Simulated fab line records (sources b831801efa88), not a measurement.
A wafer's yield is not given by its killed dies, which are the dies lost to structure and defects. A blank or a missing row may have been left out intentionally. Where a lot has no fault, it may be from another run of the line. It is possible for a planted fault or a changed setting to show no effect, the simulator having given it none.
fab line records	flow sky130	part 1 of 2: steps 1 to 27 of 38
record: lots: 5	wafers: 15	last_day: 50
route steps=708 shown FIELD_ISO@31 NWELL@32 DNWELL@35 PWDE@45
lots with no fault: from the same line, run without faults
start_h: the number of hours between the record's first day and the start of the first shown wafer of the lot	wait_h: how many hours have passed since the lot's step before this one	" unchanged from the row above	L1.1+2: one row covering several wafers at once	- no value, or no start given	* or withheld: withheld	< > ~ a bound
route shown NAME@n: names a module that has steps shown in the file, with the first one's number in the route	usual: mean/standard deviation of fault-free wafers	same: alike in all rows	chamber/n: place in a boat	sites: the reading at each site	_std_site: standard deviation of those values	_edge_site: mean of outer sites minus mean of inner sites	radius_mm: how far each site lies from the wafer's centre	mask NAME#n: copy n	behind: the tool/chamber that last shaped the wafer	hold: reason for holding the lot/hours on hold/outcome of the hold	device: the n, p or np transistor that did not switch	end of line: the route-end tests of the same wafers	where a step has no rows: the recipe by itself	killed: the dies lost at the first sort to structure and to defects; this is not the yield of the wafer	map: a wafer's dies, x killed, . not, _ none there
set.NAME: setting as actually run; set.NAME@STEP: the setting as run at that earlier step	model.NAME: the simulator's own value behind a step, which no gauge read
certain route steps with their lots: each step a table, each wafer a row
services: from which hour (start_h, from the record's first day; less than 0 if before it) a tool's chamber was out of use, for how many hours, and why
== steps ==
step: SKY_FIELD_ISO_WET_ETCH_30
recipe: chemistry: dHF	target_depth_nm: 25	target: SiO2	dilution: 10:1	temp_c: 25	time_s: 50
lot.wafer	tool	chamber	start_h	wait_h
L074.2+3+5	wet_bench-04	3	32.78	0.0
L077.2+3+6	wet_bench-01	1	42.78	0.0
L078.1+4+5	wet_bench-01	0	46.43	0.0
L082.1+3+4	wet_bench-03	3	76.75	0.0
L094.2+3+5	wet_bench-04	0	142.16	0.0
step: SKY_NWELL_CLEAN_00
recipe: chemistry: SC1/SC2	mix: 1:4:20	temp_c: 70	time_s: 150	dry: n2_spin
lot.wafer	tool	chamber	start_h	wait_h
L074.2+3+5	wet_bench-03	3	32.80	0.0
L077.2+3+6	wet_bench-04	2	42.81	0.0
L078.1+4+5	wet_bench-04	1	46.45	0.0
L082.1+3+4	wet_bench-01	1	76.77	0.0
L094.2+3+5	wet_bench-03	3	142.18	0.0
step: SKY_NWELL_OXIDATION_01
recipe: temp_c: 900	ambient: O2	stabilise_s: 600	purge_s: 300	target_thk_a: 100	ox_time_s: 1418
usual: zone_power_upper_pct: 17.7/0.51
lot.wafer	tool	chamber	start_h	wait_h	zone_power_upper_pct
L074.2	furnace-01	0	33.98	1.1	17.1
L074.3	"	0	"	"	17.3
L074.5	"	0	"	"	17.1
L077.2	furnace-02	0	46.05	3.2	18.3
L077.3	"	0	"	"	18.0
L077.6	"	0	"	"	18.2
L078.1	furnace-02	0	47.45	0.9	18.1
L078.4	"	0	"	"	18.1
L078.5	"	0	"	"	18.2
L082.1	furnace-02	0	76.82	0.0	18.2
L082.3	"	0	"	"	18.0
L082.4	"	0	"	"	18.1
L094.2	furnace-02	0	149.49	7.3	18.3
L094.3	"	0	"	"	18.2
L094.5	"	0	"	"	18.5
step: SKY_NWELL_THK_MEAS_02
recipe: reads: SiO2_of_NWELL_OXIDATION_01
usual: NWELL_OXIDATION_THK: 10.02/0.18
lot.wafer	tool	chamber	start_h	wait_h	NWELL_OXIDATION_THK[nm]
L074.2	film_metro-02	-	35.39	0.0	10.01
L074.3	"	-	"	"	10.18
L074.5	"	-	"	"	10.24
L077.2	film_metro-02	-	47.46	0.0	10.17
L077.3	"	-	"	"	9.83
L077.6	"	-	"	"	10.04
L078.1	film_metro-01	-	48.84	0.0	9.91
L078.4	"	-	"	"	9.96
L078.5	"	-	"	"	9.98
L082.1	film_metro-01	-	78.22	0.0	10.22
L082.3	"	-	"	"	10.23
L082.4	"	-	"	"	10.40
L094.2	film_metro-02	-	150.90	0.0	9.89
L094.3	"	-	"	"	9.94
L094.5	"	-	"	"	9.94
step: SKY_DNWELL_DEHYDRATE_00
recipe: temp_c: 200	time_s: 60
usual: resist_line_temp_C: 23.00/0.097
lot.wafer	tool	chamber	start_h	wait_h	resist_line_temp_C
L074.2	litho_track-04	0	35.46	0.1	22.94
L074.3	"	0	"	"	22.71
L074.5	"	0	"	"	22.89
L077.2	litho_track-03	0	54.75	7.3	23.01
L077.3	"	0	"	"	22.94
L077.6	"	0	"	"	22.93
L078.1	litho_track-04	0	56.01	7.2	22.93
L078.4	"	0	"	"	22.96
L078.5	"	0	"	"	22.79
L082.1	litho_track-02	0	86.30	8.1	22.93
L082.3	"	0	"	"	22.82
L082.4	"	0	"	"	23.00
L094.2	litho_track-03	0	159.50	8.6	22.92
L094.3	"	0	"	"	23.11
L094.5	"	0	"	"	22.89
step: SKY_DNWELL_HMDS_01
recipe: prime_time_s: 60	prime_temp_c: 120
usual: resist_line_temp_C: 22.98/0.12
same: prime_time_s: 60
lot.wafer	tool	chamber	start_h	wait_h	resist_line_temp_C
L074.2	litho_track-04	0	35.61	0.1	22.95
L074.3	"	0	"	"	22.91
L074.5	"	0	"	"	22.91
L077.2	litho_track-03	0	54.90	0.1	23.10
L077.3	"	0	"	"	23.11
L077.6	"	0	"	"	23.03
L078.1	litho_track-04	0	56.16	0.1	23.01
L078.4	"	0	"	"	22.85
L078.5	"	0	"	"	22.82
L082.1	litho_track-02	0	86.45	0.1	22.79
L082.3	"	0	"	"	22.84
L082.4	"	0	"	"	22.72
L094.2	litho_track-03	0	159.65	0.1	22.93
L094.3	"	0	"	"	23.19
L094.5	"	0	"	"	22.90
step: SKY_DNWELL_COAT_02
recipe: spin_rpm: 2000	resist_thk_nm: 3000
usual: resist_line_temp_C: 22.98/0.11
lot.wafer	tool	chamber	start_h	wait_h	resist_line_temp_C
L074.2	litho_track-04	0	35.76	0.1	23.03
L074.3	"	0	"	"	22.93
L074.5	"	0	"	"	22.94
L077.2	litho_track-03	0	55.05	0.1	23.05
L077.3	"	0	"	"	22.94
L077.6	"	0	"	"	23.03
L078.1	litho_track-04	0	56.31	0.1	23.01
L078.4	"	0	"	"	23.09
L078.5	"	0	"	"	22.91
L082.1	litho_track-02	0	86.60	0.1	22.92
L082.3	"	0	"	"	23.02
L082.4	"	0	"	"	22.88
L094.2	litho_track-03	0	159.80	0.1	23.15
L094.3	"	0	"	"	23.19
L094.5	"	0	"	"	23.16
step: SKY_DNWELL_SOFTBAKE_03
recipe: temp_c: 110	time_s: withheld
usual: resist_line_temp_C: 22.99/0.11
lot.wafer	tool	chamber	start_h	wait_h	resist_line_temp_C
L074.2	litho_track-04	0	35.92	0.1	23.08
L074.3	"	0	"	"	23.18
L074.5	"	0	"	"	23.16
L077.2	litho_track-03	0	55.21	0.1	22.96
L077.3	"	0	"	"	22.96
L077.6	"	0	"	"	22.97
L078.1	litho_track-04	0	56.46	0.1	22.95
L078.4	"	0	"	"	22.98
L078.5	"	0	"	"	23.14
L082.1	litho_track-02	0	86.75	0.1	22.83
L082.3	"	0	"	"	22.89
L082.4	"	0	"	"	22.81
L094.2	litho_track-03	0	159.96	0.1	22.97
L094.3	"	0	"	"	22.98
L094.5	"	0	"	"	22.97
step: SKY_DNWELL_EXPOSE_04
recipe: mask_id: DNM	na: 0.57	target_cd_nm: 3000	dose_mj: 222
usual: stage_vel_mm_s: 499.97/0.27
lot.wafer	tool	chamber	start_h	wait_h	mask	stage_vel_mm_s
L074.2	iline_stepper-01	0	36.11	-	DNM#0	500.20
L074.3	"	0	"	"	DNM#0	499.82
L074.5	"	0	"	"	DNM#0	499.76
L077.2	iline_stepper-02	0	-	-	DNM#0	500.24
L077.3	"	0	"	"	DNM#0	500.47
L077.6	"	0	"	"	DNM#0	500.03
L078.1	iline_stepper-01	0	-	-	DNM#0	499.67
L078.4	"	0	"	"	DNM#0	499.71
L078.5	"	0	"	"	DNM#0	499.91
L082.1	iline_stepper-02	0	-	-	DNM#0	499.59
L082.3	"	0	"	"	DNM#0	499.87
L082.4	"	0	"	"	DNM#0	499.63
L094.2	iline_stepper-01	0	-	-	DNM#0	499.90
L094.3	"	0	"	"	DNM#0	499.94
L094.5	"	0	"	"	DNM#0	499.89
step: SKY_DNWELL_PEB_05
recipe: temp_c: 115	time_s: withheld
usual: resist_line_temp_C: 22.99/0.11
lot.wafer	tool	chamber	start_h	wait_h	resist_line_temp_C
L074.2	litho_track-02	0	36.24	0.1	23.03
L074.3	"	0	"	"	23.07
L074.5	"	0	"	"	22.98
L077.2	litho_track-04	0	-	-	22.96
L077.3	"	0	"	"	23.00
L077.6	"	0	"	"	22.96
L078.1	litho_track-03	0	-	-	22.93
L078.4	"	0	"	"	22.94
L078.5	"	0	"	"	22.96
L082.1	litho_track-03	0	-	-	23.03
L082.3	"	0	"	"	22.92
L082.4	"	0	"	"	22.97
L094.2	litho_track-04	0	-	-	23.14
L094.3	"	0	"	"	23.11
L094.5	"	0	"	"	23.17
step: SKY_DNWELL_DEVELOP_06
recipe: wall_angle_deg: 90	developer: TMAH	develop_time_s: 60	dev_temp_c: 23
usual: resist_line_temp_C: 22.99/0.12
lot.wafer	tool	chamber	start_h	wait_h	resist_line_temp_C
L074.2	litho_track-02	0	-	-	22.80
L074.3	"	0	"	"	22.77
L074.5	"	0	"	"	22.94
L077.2	litho_track-04	0	-	-	23.08
L077.3	"	0	"	"	22.89
L077.6	"	0	"	"	22.91
L078.1	litho_track-03	0	-	-	23.00
L078.4	"	0	"	"	22.94
L078.5	"	0	"	"	23.08
L082.1	litho_track-03	0	-	-	22.96
L082.3	"	0	"	"	22.97
L082.4	"	0	"	"	23.04
L094.2	litho_track-04	0	-	-	22.84
L094.3	"	0	"	"	22.71
L094.5	"	0	"	"	22.84
step: SKY_DNWELL_IMPLANT_07
recipe: species: P	energy_kev: withheld	dose_cm2: withheld	tilt_deg: withheld
lot.wafer	tool	chamber	start_h	wait_h
L074.2+3+5	implanter-04	0	36.60	-
L077.2+3+6	implanter-02	0	63.08	-
L078.1+4+5	implanter-02	0	64.52	-
L082.1+3+4	implanter-02	0	95.87	-
L094.2+3+5	implanter-04	0	169.98	-
step: SKY_DNWELL_STRIP_08
recipe: chemistry: O2/N2	power_w: 1400	pressure_mtorr: 1500	platen_temp_c: withheld	o2_flow_sccm: 3000	n2_flow_sccm: 300	overash_fraction: 0.5
usual: drypump_motor_current_A: 5.9/0.52	oes_product_au: 0.722/0.0044	strip_time_to_endpoint_s: 36.95/0.081
lot.wafer	tool	chamber	start_h	wait_h	drypump_motor_current_A	oes_product_au	rf_hours_counter_h	strip_time_to_endpoint_s
L074.2	plasma_asher-04	0	36.74	0.1	6.3	0.717	35	37.05
L074.3	"	1	"	"	5.1	0.713	-	36.99
L074.5	"	1	"	"	5.1	0.716	-	36.93
L077.2	plasma_asher-02	1	63.21	0.1	6.3	0.723	25	36.83
L077.3	"	1	"	"	6.3	0.720	-	36.86
L077.6	"	1	"	"	6.3	0.717	-	36.87
L078.1	plasma_asher-02	1	64.67	0.1	6.3	0.720	25	37.02
L078.4	"	0	"	"	6.4	0.719	-	36.96
L078.5	"	1	"	"	6.3	0.721	-	36.97
L082.1	plasma_asher-02	1	96.02	0.1	6.3	0.720	28	37.03
L082.3	"	0	"	"	6.4	0.726	-	37.06
L082.4	"	1	"	"	6.3	0.723	-	36.94
L094.2	plasma_asher-02	1	170.11	0.1	6.3	0.728	36	36.86
L094.3	"	1	"	"	6.3	0.715	-	36.81
L094.5	"	0	"	"	6.4	0.721	-	36.86
step: SKY_DNWELL_TW_MEAS_09
usual: DNWELL_TW: 1116/9.9
lot.wafer	tool	chamber	start_h	wait_h	DNWELL_TW
L074.2	film_metro-01	-	36.86	0.1	1114
L074.3	"	-	"	"	1109
L074.5	"	-	"	"	1106
L077.2	film_metro-03	-	63.32	0.1	1107
L077.3	"	-	"	"	1112
L077.6	"	-	"	"	1109
L078.1	film_metro-03	-	64.77	0.1	1110
L078.4	"	-	"	"	1106
L078.5	"	-	"	"	1105
L082.1	film_metro-03	-	96.12	0.1	1118
L082.3	"	-	"	"	1112
L082.4	"	-	"	"	1120
L094.2	film_metro-03	-	170.22	0.1	1102
L094.3	"	-	"	"	1105
L094.5	"	-	"	"	1104
step: SKY_PWDE_DEHYDRATE_00
recipe: temp_c: 200	time_s: 60
usual: resist_line_temp_C: 23.03/0.11
lot.wafer	tool	chamber	start_h	wait_h	resist_line_temp_C
L074.2	litho_track-01	0	37.49	0.6	22.93
L074.3	"	0	"	"	22.86
L074.5	"	0	"	"	22.78
L077.2	litho_track-01	0	71.44	8.1	23.21
L077.3	"	0	"	"	22.97
L077.6	"	0	"	"	22.99
L078.1	litho_track-03	0	72.62	7.8	23.04
L078.4	"	0	"	"	23.04
L078.5	"	0	"	"	23.09
L082.1	litho_track-04	0	104.46	8.3	22.99
L082.3	"	0	"	"	22.88
L082.4	"	0	"	"	23.10
L094.2	litho_track-03	0	179.45	9.2	22.94
L094.3	"	0	"	"	23.02
L094.5	"	0	"	"	22.99
step: SKY_PWDE_HMDS_01
recipe: prime_time_s: 60	prime_temp_c: 120
usual: resist_line_temp_C: 23.00/0.11
same: prime_time_s: 60
lot.wafer	tool	chamber	start_h	wait_h	resist_line_temp_C
L074.2	litho_track-01	0	37.64	0.1	22.97
L074.3	"	0	"	"	22.73
L074.5	"	0	"	"	22.92
L077.2	litho_track-01	0	71.59	0.1	22.86
L077.3	"	0	"	"	23.15
L077.6	"	0	"	"	23.04
L078.1	litho_track-03	0	72.77	0.1	22.87
L078.4	"	0	"	"	22.98
L078.5	"	0	"	"	22.75
L082.1	litho_track-04	0	104.61	0.1	22.83
L082.3	"	0	"	"	23.02
L082.4	"	0	"	"	22.88
L094.2	litho_track-03	0	179.60	0.1	22.87
L094.3	"	0	"	"	22.90
L094.5	"	0	"	"	22.92
step: SKY_PWDE_COAT_02
recipe: spin_rpm: 2000	resist_thk_nm: 3000
usual: resist_line_temp_C: 23.00/0.089
lot.wafer	tool	chamber	start_h	wait_h	resist_line_temp_C
L074.2	litho_track-01	0	37.79	0.1	23.09
L074.3	"	0	"	"	23.08
L074.5	"	0	"	"	23.00
L077.2	litho_track-01	0	71.74	0.1	23.10
L077.3	"	0	"	"	23.06
L077.6	"	0	"	"	23.19
L078.1	litho_track-03	0	72.92	0.1	22.97
L078.4	"	0	"	"	22.81
L078.5	"	0	"	"	22.86
L082.1	litho_track-04	0	104.76	0.1	23.10
L082.3	"	0	"	"	23.01
L082.4	"	0	"	"	23.13
L094.2	litho_track-03	0	179.75	0.1	22.97
L094.3	"	0	"	"	23.01
L094.5	"	0	"	"	23.05
step: SKY_PWDE_SOFTBAKE_03
recipe: temp_c: 110	time_s: withheld
usual: resist_line_temp_C: 23.02/0.099
lot.wafer	tool	chamber	start_h	wait_h	resist_line_temp_C
L074.2	litho_track-01	0	37.95	0.1	23.10
L074.3	"	0	"	"	23.05
L074.5	"	0	"	"	23.13
L077.2	litho_track-01	0	71.90	0.1	23.03
L077.3	"	0	"	"	23.13
L077.6	"	0	"	"	23.03
L078.1	litho_track-03	0	73.07	0.1	23.12
L078.4	"	0	"	"	23.19
L078.5	"	0	"	"	23.15
L082.1	litho_track-04	0	104.91	0.1	23.12
L082.3	"	0	"	"	23.15
L082.4	"	0	"	"	23.07
L094.2	litho_track-03	0	179.91	0.1	23.08
L094.3	"	0	"	"	22.97
L094.5	"	0	"	"	23.07
step: SKY_PWDE_EXPOSE_04
recipe: mask_id: PWDEM	na: 0.6	source_shape: conventional	sigma_outer: 0.6	polarization: unpolarized	target_cd_nm: 840	dose_mj: 214
usual: stage_vel_mm_s: 500.00/0.23
lot.wafer	tool	chamber	start_h	wait_h	mask	stage_vel_mm_s
L074.2	iline_stepper-01	0	-	-	PWDEM#0	500.09
L074.3	"	0	"	"	PWDEM#0	500.32
L074.5	"	0	"	"	PWDEM#0	500.29
L077.2	iline_stepper-02	0	-	-	PWDEM#0	500.16
L077.3	"	0	"	"	PWDEM#0	499.82
L077.6	"	0	"	"	PWDEM#0	499.70
L078.1	iline_stepper-02	0	-	-	PWDEM#0	500.10
L078.4	"	0	"	"	PWDEM#0	500.46
L078.5	"	0	"	"	PWDEM#0	500.12
L082.1	iline_stepper-01	0	-	-	PWDEM#0	500.03
L082.3	"	0	"	"	PWDEM#0	500.17
L082.4	"	0	"	"	PWDEM#0	500.07
L094.2	iline_stepper-02	0	-	-	PWDEM#0	499.77
L094.3	"	0	"	"	PWDEM#0	500.07
L094.5	"	0	"	"	PWDEM#0	499.76
step: SKY_PWDE_PEB_05
recipe: temp_c: 115	time_s: withheld
usual: resist_line_temp_C: 23.00/0.09
lot.wafer	tool	chamber	start_h	wait_h	resist_line_temp_C
L074.2	litho_track-01	0	-	-	23.05
L074.3	"	0	"	"	22.99
L074.5	"	0	"	"	23.19
L077.2	litho_track-03	0	-	-	23.02
L077.3	"	0	"	"	23.02
L077.6	"	0	"	"	23.01
L078.1	litho_track-03	0	-	-	23.16
L078.4	"	0	"	"	22.99
L078.5	"	0	"	"	23.07
L082.1	litho_track-01	0	-	-	23.00
L082.3	"	0	"	"	22.93
L082.4	"	0	"	"	23.04
L094.2	litho_track-01	0	-	-	23.04
L094.3	"	0	"	"	22.95
L094.5	"	0	"	"	23.09
step: SKY_PWDE_DEVELOP_06
recipe: wall_angle_deg: 90	developer: TMAH	develop_time_s: 60	dev_temp_c: 23
usual: resist_line_temp_C: 23.03/0.11
lot.wafer	tool	chamber	start_h	wait_h	resist_line_temp_C
L074.2	litho_track-01	0	-	-	22.93
L074.3	"	0	"	"	22.94
L074.5	"	0	"	"	22.94
L077.2	litho_track-03	0	-	-	22.98
L077.3	"	0	"	"	22.85
L077.6	"	0	"	"	23.11
L078.1	litho_track-03	0	-	-	23.11
L078.4	"	0	"	"	23.01
L078.5	"	0	"	"	22.92
L082.1	litho_track-01	0	-	-	23.04
L082.3	"	0	"	"	23.11
L082.4	"	0	"	"	22.97
L094.2	litho_track-01	0	-	-	23.07
L094.3	"	0	"	"	22.76
L094.5	"	0	"	"	23.04
step: SKY_PWDE_OVL_MEAS_07
usual: PWDE_OVL: -1.0/1.4
lot.wafer	tool	chamber	start_h	wait_h	PWDE_OVL[nm]
L074.2	overlay-01	-	42.02	-	0.1
L074.3	"	-	"	"	-0.2
L074.5	"	-	"	"	-1.4
L077.2	overlay-01	-	79.98	-	-2.3
L077.3	"	-	"	"	-2.7
L077.6	"	-	"	"	-1.0
L078.1	overlay-01	-	80.97	-	-2.0
L078.4	"	-	"	"	-2.1
L078.5	"	-	"	"	-1.5
L082.1	overlay-01	-	114.76	-	-1.0
L082.3	"	-	"	"	-1.3
L082.4	"	-	"	"	-1.6
L094.2	overlay-02	-	191.82	-	-2.5
L094.3	"	-	"	"	-3.6
L094.5	"	-	"	"	-0.9
step: SKY_PWDE_IMPLANT_08
recipe: species: B	energy_kev: 150	dose_cm2: 3.6e+12	tilt_deg: withheld
lot.wafer	tool	chamber	start_h	wait_h
L074.2+3+5	implanter-02	0	42.08	0.0
L077.2+3+6	implanter-04	0	80.03	0.0
L078.1+4+5	implanter-04	0	81.01	0.0
L082.1+3+4	implanter-02	0	114.80	0.0
L094.2+3+5	implanter-04	0	191.87	0.0
step: SKY_PWDE_STRIP_09
recipe: chemistry: O2/N2	power_w: 1400	pressure_mtorr: 1500	platen_temp_c: withheld	o2_flow_sccm: 3000	n2_flow_sccm: 300	overash_fraction: 0.5
usual: drypump_motor_current_A: 5.9/0.41	oes_product_au: 0.723/0.0046	strip_time_to_endpoint_s: 36.89/0.1
lot.wafer	tool	chamber	start_h	wait_h	drypump_motor_current_A	oes_product_au	rf_hours_counter_h	strip_time_to_endpoint_s
L074.2	plasma_asher-02	0	42.20	0.1	6.4	0.725	23	36.93
L074.3	"	1	"	"	6.3	0.722	-	36.90
L074.5	"	1	"	"	6.3	0.727	-	37.01
L077.2	plasma_asher-02	1	80.16	0.1	6.3	0.728	27	36.78
L077.3	"	0	"	"	6.4	0.722	-	36.83
L077.6	"	1	"	"	6.3	0.723	-	36.86
L078.1	plasma_asher-01	1	81.16	0.1	5.9	0.722	36	36.90
L078.4	"	1	"	"	5.9	0.724	-	36.94
L078.5	"	0	"	"	5.4	0.719	-	36.94
L082.1	plasma_asher-01	1	114.95	0.1	5.9	0.724	40	36.87
L082.3	"	0	"	"	5.4	0.723	-	36.96
L082.4	"	1	"	"	5.9	0.733	-	36.94
L094.2	plasma_asher-02	0	192.00	0.1	6.4	0.719	38	36.92
L094.3	"	0	"	"	6.4	0.728	-	36.86
L094.5	"	1	"	"	6.3	0.719	-	36.87
step: SKY_PWDE_TW_MEAS_10
usual: PWDE_TW: 375/3.2
lot.wafer	tool	chamber	start_h	wait_h	PWDE_TW
L074.2	film_metro-03	-	42.31	0.1	372
L074.3	"	-	"	"	373
L074.5	"	-	"	"	374
L077.2	film_metro-01	-	80.27	0.1	374
L077.3	"	-	"	"	373
L077.6	"	-	"	"	373
L078.1	film_metro-02	-	81.26	0.1	380
L078.4	"	-	"	"	380
L078.5	"	-	"	"	381
L082.1	film_metro-03	-	115.05	0.1	375
L082.3	"	-	"	"	376
L082.4	"	-	"	"	373
L094.2	film_metro-01	-	192.11	0.1	373
L094.3	"	-	"	"	373
L094.5	"	-	"	"	374
step: SKY_NWELL_DEHYDRATE_03
recipe: temp_c: 200	time_s: 60
usual: resist_line_temp_C: 22.97/0.097
lot.wafer	tool	chamber	start_h	wait_h	resist_line_temp_C
L074.2	litho_track-01	0	49.79	7.5	22.86
L074.3	"	0	"	"	23.02
L074.5	"	0	"	"	22.80
L077.2	litho_track-04	0	88.63	8.4	23.07
L077.3	"	0	"	"	22.94
L077.6	"	0	"	"	23.01
L078.1	litho_track-04	0	89.56	8.3	23.06
L078.4	"	0	"	"	22.96
L078.5	"	0	"	"	23.08
L082.1	litho_track-02	0	124.10	9.0	23.04
L082.3	"	0	"	"	22.96
L082.4	"	0	"	"	22.89
L094.2	litho_track-02	0	202.48	10.4	22.96
L094.3	"	0	"	"	23.00
L094.5	"	0	"	"	23.08
step: SKY_NWELL_HMDS_04
recipe: prime_time_s: 60	prime_temp_c: 120
usual: resist_line_temp_C: 22.99/0.1
same: prime_time_s: 60
lot.wafer	tool	chamber	start_h	wait_h	resist_line_temp_C
L074.2	litho_track-01	0	49.94	0.1	22.88
L074.3	"	0	"	"	22.96
L074.5	"	0	"	"	22.87
L077.2	litho_track-04	0	88.78	0.1	23.11
L077.3	"	0	"	"	23.15
L077.6	"	0	"	"	23.04
L078.1	litho_track-04	0	89.71	0.1	23.02
L078.4	"	0	"	"	23.09
L078.5	"	0	"	"	22.96
L082.1	litho_track-02	0	124.25	0.1	22.98
L082.3	"	0	"	"	22.84
L082.4	"	0	"	"	22.85
L094.2	litho_track-02	0	202.63	0.1	23.15
L094.3	"	0	"	"	23.06
L094.5	"	0	"	"	23.06
